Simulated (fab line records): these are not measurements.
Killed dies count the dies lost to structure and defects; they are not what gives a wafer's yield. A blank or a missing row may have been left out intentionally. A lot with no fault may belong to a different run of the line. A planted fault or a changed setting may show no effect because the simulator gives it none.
A lot that was struck, set against a sound lot -- flow sky130 -- 42 out of 708 route steps
Sound: these wafers, L494.2, L494.4, L494.5. The struck wafers were L502.1, L502.3, L502.6. The cause is named last.
Per side, at each step with rows, come the tool, then ch with its chambers, and then its first start. Under that, the readings that differ: sound wafers -- struck wafers -- difference of the means -- sigmas: that difference in standard deviations of wafers without a fault.
alike: a reading whose means differ by less than 2 such deviations, as well as words and numbers matching on both sides. not compared: withheld readings; readings where some wafer has no value; bounds like >300 that might hide an equal value; numbers whose values overlap and for which the record gives no deviation.
The two part at a step that has a row with sigmas, a row that says differs or no value, or rows on one side only. Numbers that don't overlap but have no deviation are shown without sigmas and don't part them. Lack of a reading on every wafer of one side parts them only where that side has two or more wafers.

first, 2 steps without rows for these wafers: SKY_POLY_CUT_ETCH_10 (etches BARC in N2/H2, stops on SiO2, time 45.9 s, target depth 60 nm); SKY_POLY_CUT_ETCH_11 (etches Si3N4 in CF4/CH2F2/Ar, stops on poly-Si, time 42.5 s, target depth 60 nm).
SKY_POLY_CUT_STRIP_12: strips in O2/N2.
  sound on plasmaAsher-03 ch 0, day 24 09:28; struck on plasmaAsher-03 ch 0,1, day 27 07:26
  alike: drypumpMotorCurrentA, oesProductAu, stripTimeToEndpointS
  not compared: rfHoursCounterH
then, 7 steps without rows for these wafers: SKY_SD_P_DEHYDRATE_00 (time 60 s); SKY_SD_P_HMDS_01 (prime time 60 s); SKY_SD_P_COAT_02 (resist thk 1140 nm); SKY_SD_P_SOFTBAKE_03 (time 60 s); SKY_SD_P_EXPOSE_04 (exposes mask PSDM, target cd 380 nm); SKY_SD_P_PEB_05; SKY_SD_P_DEVELOP_06 (develop time 60 s).
SKY_SD_P_CD_MEAS_07 targets a cd of 380 nm.
  sound on cdSem-01 at day 25 15:02; struck on cdSem-02 at day 28 10:53
  alike: cdNm
SKY_SD_P_OVL_MEAS_08:
  sound on overlay-01 at day 25 15:08; struck on overlay-02 at day 28 11:01
  alike: SD_P_OVL
SKY_SD_P_IMPLANT_09:
  sound on implanter-02 ch 0, day 25 15:11; struck on implanter-01 ch 0, day 28 11:02
SKY_SD_P_STRIP_10: strips in O2/N2.
  sound on plasmaAsher-02 ch 0,1, day 25 15:19; struck on plasmaAsher-04 ch 1, day 28 11:11
  alike: drypumpMotorCurrentA, oesProductAu, stripTimeToEndpointS
  not compared: rfHoursCounterH
SKY_SD_P_TW_MEAS_11:
  sound on filmMetro-02 at day 25 15:26; struck on filmMetro-04 at day 28 11:17
  alike: SD_P_TW
then, 8 steps without rows for these wafers: SKY_RES_XHIGH_DEHYDRATE_00 (time 60 s); SKY_RES_XHIGH_HMDS_01 (prime time 60 s); SKY_RES_XHIGH_COAT_02 (resist thk 1140 nm); SKY_RES_XHIGH_SOFTBAKE_03 (time 60 s); SKY_RES_XHIGH_EXPOSE_04 (exposes mask URPM, target cd 1270 nm); SKY_RES_XHIGH_PEB_05; SKY_RES_XHIGH_DEVELOP_06 (develop time 60 s); SKY_RES_XHIGH_IMPLANT_07.
SKY_RES_XHIGH_STRIP_08: strips in O2/N2.
  sound on plasmaAsher-04 ch 0,1, day 26 20:00; struck on plasmaAsher-02 ch 0,1, day 29 15:49
reading,sound,struck,difference,sigmas
stripTimeToEndpointS (s),14.28 14.34 14.31,14.19 14.22 14.26,-0.09,-2
  alike: drypumpMotorCurrentA, oesProductAu
  not compared: rfHoursCounterH
SKY_RES_XHIGH_TW_MEAS_09:
  sound on filmMetro-02 at day 26 20:07; struck on filmMetro-04 at day 29 15:55
  alike: RES_XHIGH_TW
then, 7 steps without rows for these wafers: SKY_SD_N_DEHYDRATE_00 (time 60 s); SKY_SD_N_HMDS_01 (prime time 60 s); SKY_SD_N_COAT_02 (resist thk 1140 nm); SKY_SD_N_SOFTBAKE_03 (time 60 s); SKY_SD_N_EXPOSE_04 (exposes mask NSDM, target cd 380 nm); SKY_SD_N_PEB_05; SKY_SD_N_DEVELOP_06 (develop time 60 s).
SKY_SD_N_CD_MEAS_07 targets a cd of 380 nm.
  sound on cdSem-01 at day 28 00:17; struck on cdSem-02 at day 30 19:46
  alike: cdNm
SKY_SD_N_OVL_MEAS_08:
  sound on overlay-01 at day 28 00:23; struck on overlay-01 at day 30 19:53
  alike: SD_N_OVL
then, 2 steps without rows for these wafers: SKY_SD_N_IMPLANT_09; SKY_SD_N_IMPLANT_10.
SKY_SD_N_STRIP_11: strips in O2/N2.
  sound on plasmaAsher-03 ch 0,1, day 28 00:43; struck on plasmaAsher-03 ch 0,1, day 30 20:13
  alike: drypumpMotorCurrentA, oesProductAu, stripTimeToEndpointS
  not compared: rfHoursCounterH
SKY_SD_N_TW_MEAS_12:
  sound on filmMetro-01 at day 28 00:50; struck on filmMetro-02 at day 30 20:19
  alike: SD_N_TW
then, 1 step without rows for these wafers: SKY_SD_N_CLEAN_13 (cleans in SC1/SC2, time 150 s).
SKY_SD_N_RTA_14: time 2 s.
  sound on rtpAnneal-01 ch 0, day 28 00:56; struck on rtpAnneal-02 ch 0, day 30 20:26
reading,sound,struck,difference,sigmas
lampPowerPct (%),15.84 15.74 15.83,15.62 15.70 15.70,-0.13,-2
  alike: annealTempCMax, wafer_temp_C_max
SKY_SD_N_RS_MEAS_16: measures by four-point-probe.
  sound on filmMetro-02 at day 28 01:07; struck on filmMetro-02 at day 30 20:36
  alike: SD_N_RS
-- the record jumps here: 17 days lie between the struck wafers' starts before and after (it left off in module SD_N and takes up again in module PAD_OPEN, whose first step shown is number 708 of the route) --
SKY_PAD_OPEN_PROBE_99:
  sound on prober-02 at day 45 22:32; struck on prober-02 at day 47 22:44
reading,sound,struck,difference,sigmas
model.etest.pfetG5v0d10v5.rOnOhmUm,4820 4817 4852,4986 5035 5045,+192,
model.etest.pfet_01v8.rOnOhmUm,2956 2925 2908,3103 3088 3071,+158,
model.etest.pfetG5v0d10v5.driveUaUm,335.4 337.5 333,328.2 328.9 326.4,-7.5,
model.etest.resHighPo.rsOhmSqRimLessCentre,1.673 -1.215 0.3803,-24.55 -21.02 -22.3,-22.90,
model.etest.resHighPo.rsOhmSqRange,3.768 5.327 5.595,29.32 21.98 23.49,+20.03,
model.etest.pfet_01v8_lvt.driveUaUm,168.8 169.4 172.6,160.2 160.2 160,-10.1,
model.etest.pfet_01v8.driveUaUm,187 187.2 189.7,179.9 181.6 179.6,-7.6,
model.etest.pfet_01v8_mvt.driveUaUm,148.2 148.7 152.2,141.4 140.3 141.3,-8.7,
  alike: killed_at_M0_to_M3, killed_at_M4_up, killedAtContacts, killedAtFrontEnd, killedAtOther, killedDies, killedOpen, killedShort

## WHERE THEY PART
Earliest at SKY_RES_XHIGH_STRIP_08; latest, in this record, at SKY_SD_N_RTA_14. Later steps at which nothing parts them and some readings are alike: SKY_SD_N_RS_MEAS_16, SKY_PAD_OPEN_PROBE_99.

WHY: what had been put in by the simulator
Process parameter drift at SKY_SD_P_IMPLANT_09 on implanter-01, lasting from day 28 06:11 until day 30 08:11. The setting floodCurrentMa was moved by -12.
